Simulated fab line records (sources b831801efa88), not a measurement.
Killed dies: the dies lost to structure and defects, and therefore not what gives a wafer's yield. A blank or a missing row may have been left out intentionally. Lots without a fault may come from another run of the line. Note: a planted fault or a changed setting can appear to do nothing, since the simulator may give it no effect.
8D (eight disciplines) problem report, filled in by code :: flow sky130 :: the parts of the form that need people (team, actions taken, sign-off) are left out

1. WHAT IS WRONG
Mean of stripTimeToEndpointS at SKY_FIELD_ISO_STRIP_16: 3.24 s across 6 wafers in 2 lots; on wafers with no fault it is 3.52 s (standard deviation 0.048). That is -5.9 standard deviations from the usual mean.
The step: strips in O2/N2.
The first sign was on wafer L240.2 at day 5 01:11, on plasmaAsher-01. Wafers with a number at this step in the record: 35, from 12 lots. Rule for "out", or "out of limits": more than 4 standard deviations from the usual mean. Any other wafer with a number is counted as sound.

2. WHAT THIS IS AND IS NOT
question: which readings at this step
is: stripTimeToEndpointS
is not: drypumpMotorCurrentA

question: which lots
is: L240, L244
is not: L227, L228, L229, L230, L232, L233, L245, L246, L248, L249

question: which wafers of those lots
is: all that have a number
is not: -

question: read on which tools
is: plasmaAsher-01, plasmaAsher-02
is not: plasmaAsher-03

question: when
is: from day 5 01:11
is not: up to then (18 sound wafers); but 11 sound wafers of L245, L246, L248, L249 came after

3. THE SUSPECTS, EACH WITH WHAT RULES IT OUT
Counting: any tool at a process step up to the reading is kept as a suspect provided that every lot that is out went through it and no sound lot did after the first of them.
- lithoTrack-01 at SKY_FIELD_ISO_COAT_08 (resist thk 450 nm): kept. It ran every lot that is out, first L240 (day 4 15:00), and no sound lot after that; its last sound lot up to then is L233 (day 3 04:00).
The count leaves lithoTrack-01 at SKY_FIELD_ISO_COAT_08.

4. THE CAUSE (what the simulator had put in)
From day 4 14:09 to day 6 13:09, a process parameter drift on lithoTrack-01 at SKY_FIELD_ISO_COAT_08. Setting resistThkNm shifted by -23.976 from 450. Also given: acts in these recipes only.
Counting left only this tool.

5. SEQUENCE OF EFFECTS, ordered by route
Each row: a reading where the mean over the struck wafers with a number is more than 3 standard deviations away from the usual. Scope: only readings with a usual standard deviation given in the record; hours: median across lots of the time from each lot's start at the first step in this table that gives one to its start at this step; sigmas: change in usual standard deviations.
hours: 0
step: SKY_FIELD_ISO_STRIP_16
reading: stripTimeToEndpointS
usual: 3.52 s
on struck wafers: 3.24
change: -0.28
sigmas: -5.9
It contains these process steps:
- SKY_FIELD_ISO_STRIP_16: strips in O2/N2.
Later steps that measure or inspect, where all struck wafers having a row at the step show a number for every such reading and not one has moved that far: SKY_VT_ADJUST_PCH_OVL_MEAS_07, SKY_SONOS_TUNNEL_TW_MEAS_12.

6. HOW IT WOULD HAVE BEEN CAUGHT EARLIER
11 hours passed between the start of the fault at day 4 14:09 and the first reading out of limits in this record, taken at day 5 01:11.
Of the tool readings at SKY_FIELD_ISO_COAT_08 for which the record gives a usual standard deviation, none was out on any struck wafer, so an alarm limit of 4 standard deviations on them would not have fired.
L244, from the lots that are out (2), started SKY_FIELD_ISO_COAT_08 on lithoTrack-01 later than day 5 01:11. A tool hold placed at that time would have kept it from harm.
